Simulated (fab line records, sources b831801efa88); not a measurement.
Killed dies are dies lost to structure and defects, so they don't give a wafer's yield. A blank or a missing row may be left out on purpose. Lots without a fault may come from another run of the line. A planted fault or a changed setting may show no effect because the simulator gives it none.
Which tool did it? | flow sky130 | 11 lots, 33 wafers sampled, at 2 steps of a route of 708

WHAT THE GAUGES READ, wafer by wafer
SKY_SD_N_RS_MEAS_16: measures by four-point-probe.
lot  | measured     | on            | SD_N_RS (ohm/sq)
L878 | day 28 12:11 | film_metro-01 | 68.77 68.67 68.56
L880 | day 28 21:34 | film_metro-01 | 68.56 68.80 68.82
L879 | day 28 22:49 | film_metro-04 | 68.56 68.52 68.67
L881 | day 29 11:21 | film_metro-04 | 68.51 68.57 68.57
L882 | day 30 00:35 | film_metro-04 | 68.42 68.58 68.60
L886 | day 31 14:31 | film_metro-01 | 68.62 68.67 68.76
L890 | day 32 19:22 | film_metro-03 | 71.92 71.74 71.67
L892 | day 33 08:14 | film_metro-01 | 71.84 71.84 71.97
L893 | day 33 09:33 | film_metro-01 | 68.59 68.65 68.49
L895 | day 34 09:40 | film_metro-01 | 68.78 68.64 68.40
L897 | day 34 17:40 | film_metro-04 | 68.63 68.57 68.73

WHICH TOOL RAN EACH LOT (tool, then ch and the chambers of the sampled wafers, then the start)
lot  | SKY_SD_N_RTA_14
L878 | rtp_anneal-01 ch 0, day 28 11:58
L880 | rtp_anneal-02 ch 0, day 28 21:23
L879 | rtp_anneal-01 ch 0, day 28 22:31
L881 | rtp_anneal-02 ch 0, day 29 11:08
L882 | rtp_anneal-01 ch 0, day 30 00:25
L886 | rtp_anneal-02 ch 0, day 31 14:20
L890 | rtp_anneal-01 ch 0, day 32 19:11
L892 | rtp_anneal-01 ch 0, day 33 08:03
L893 | rtp_anneal-02 ch 0, day 33 09:22
L895 | rtp_anneal-02 ch 0, day 34 09:29
L897 | rtp_anneal-02 ch 0, day 34 17:28
- SKY_SD_N_RTA_14: time 2 s.

THE ANSWER, worked out from the rows above alone
Rule: what is usual is taken from the lots themselves. Put in order of their means at a reading, lots are off if they are a third of the lots or fewer, leave a main group of 4 or more, and stand apart from it by a gap of 3 or more times the standard deviation of the main group's means; of several such gaps the widest counts. A main group whose means are all the same, to the digits that the tables above print for the reading, isn't used. A lot without any number at a reading at which 4 lots or more have one is off too. The other lots that the step has rows for count as sound.
Off: L890, L892, at SKY_SD_N_RS_MEAS_16 (SD_N_RS). The main group: mean 68.62 ohm/sq, standard deviation 0.061.
A tool fits if, at a process step before that reading, it ran every lot that is off, and no sound lot after the first of them. The gauges at SKY_SD_N_RS_MEAS_16 are tried like those tools. One fits: rtp_anneal-01 at SKY_SD_N_RTA_14. Its last sound lot is L882 (day 30 00:25), its first lot that is off L890 (day 32 19:11): a fault that began between those two fits.

WHAT THE SIMULATOR HAD PUT IN
Process parameter drift: rtp_anneal-01, from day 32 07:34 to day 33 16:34, at SKY_SD_N_RTA_14. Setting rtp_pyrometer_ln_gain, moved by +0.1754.
Lots struck among those shown: L890, L892. The rule above found the same.
